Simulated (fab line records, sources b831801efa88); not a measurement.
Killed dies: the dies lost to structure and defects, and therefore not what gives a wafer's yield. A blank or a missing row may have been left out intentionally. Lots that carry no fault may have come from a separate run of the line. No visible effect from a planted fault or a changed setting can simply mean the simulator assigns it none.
Code-filled problem report in 8D (eight disciplines) form	flow sky130	the parts of the form that need people (team, actions taken, sign-off) are left out

== 1. THE ISSUE ==
Across 6 wafers from 2 lots, SD_N_RS at SKY_SD_N_RS_MEAS_16 averages 71.33 ohm/sq, while fault-free wafers read 68.56 ohm/sq with a standard deviation of 0.1. Measured from the usual mean, that is +28 standard deviations.
The step: measures by four-point-probe.
Seen first at day 32 17:41 on film metro-01, wafer L344.2. At this step, 33 wafers from 11 lots have a number in the record. Rule for "out", or "out of limits": more than 4 standard deviations from the usual mean. The rest of the wafers with a number are treated as sound.

== 2. WHAT IT IS, AND WHAT IT ISN'T ==
question	is	is not
which readings at this step	SD_N_RS	-
which lots	L344, L345	L331, L334, L335, L336, L339, L342, L346, L351, L354
which wafers of those lots	all that have a number	-
read on which gauges	film metro-01, film metro-04	film metro-03
when	from day 32 17:41	up to then (18 sound wafers); but 9 sound wafers of L346, L351, L354 came after

== 3. THE SUSPECTS, EACH WITH WHAT RULES IT OUT ==
Counting: any tool at a process step up to the reading is kept as a suspect provided that every lot that is out went through it and no sound lot did after the first of them.
- the gauge at SKY_SD_N_RS_MEAS_16: ruled out. Those wafers that are out were read across 2 gauges (film metro-01, film metro-04).
- implanter-01 at SKY_SD_N_IMPLANT_09: kept. All lots that are out passed through it, beginning with L344 at day 32 17:00, and no sound lot followed; its final sound lot before that point was L342 at day 31 17:37. On those wafers its own readings are out: dose ions cm2.
- plasma asher-01 at SKY_SD_N_STRIP_11 (strips in O2/N2): ruled out as a lasting fault. The sound lots L346, L351 went through it after L344, its earliest lot that is out (day 32 17:17).
Remaining after the count: implanter-01 at SKY_SD_N_IMPLANT_09.

== 4. THE CAUSE (what the simulator had put in) ==
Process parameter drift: implanter-01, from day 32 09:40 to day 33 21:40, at SKY_SD_N_IMPLANT_09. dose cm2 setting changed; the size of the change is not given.
After counting, this tool was the only one left.

== 5. SEQUENCE OF EFFECTS, ordered by route ==
Each row: a reading whose mean over the struck wafers that have a number lies more than 3 standard deviations from the usual. Only readings whose record carries a usual standard deviation are examined. hours: median over the lots of the time between each lot's start at the first step of this table that gives one and its start at this step. sigmas: the change, counted in usual standard deviations.
hours	step	reading	usual	on struck wafers	change	sigmas
0	SKY_SD_N_IMPLANT_09	dose ions cm2	3.999e+15	2.998e+15	-1.001e+15	-99 or more
0	SKY_SD_N_STRIP_11	strip time to endpoint s	22.56 s	21.57	-0.99	-27
1	SKY_SD_N_RS_MEAS_16	SD_N_RS	68.56 ohm/sq	71.33	+2.77	+28
The process steps in it:
- SKY_SD_N_IMPLANT_09
- SKY_SD_N_STRIP_11: strips in O2/N2.
Later measuring or inspecting steps at which every struck wafer that the step has a row for has a number for every such reading, and none has moved that far: SKY_LI_CONTACT_OVL_MEAS_13.

== 6. HOW IT WOULD HAVE BEEN CAUGHT EARLIER ==
In this record the first reading out of limits at a measuring or inspecting step was taken at day 32 17:41, 8 hours after the fault began at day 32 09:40.
Tool's own readings at SKY_SD_N_IMPLANT_09, dose ions cm2: out on all struck wafers the step has rows for; an alarm limit on them would have tripped on the first.
Lots out: 2; of these, L345 started SKY_SD_N_IMPLANT_09 on implanter-01 after day 32 17:41. Putting the tool on hold at that point would have spared it.
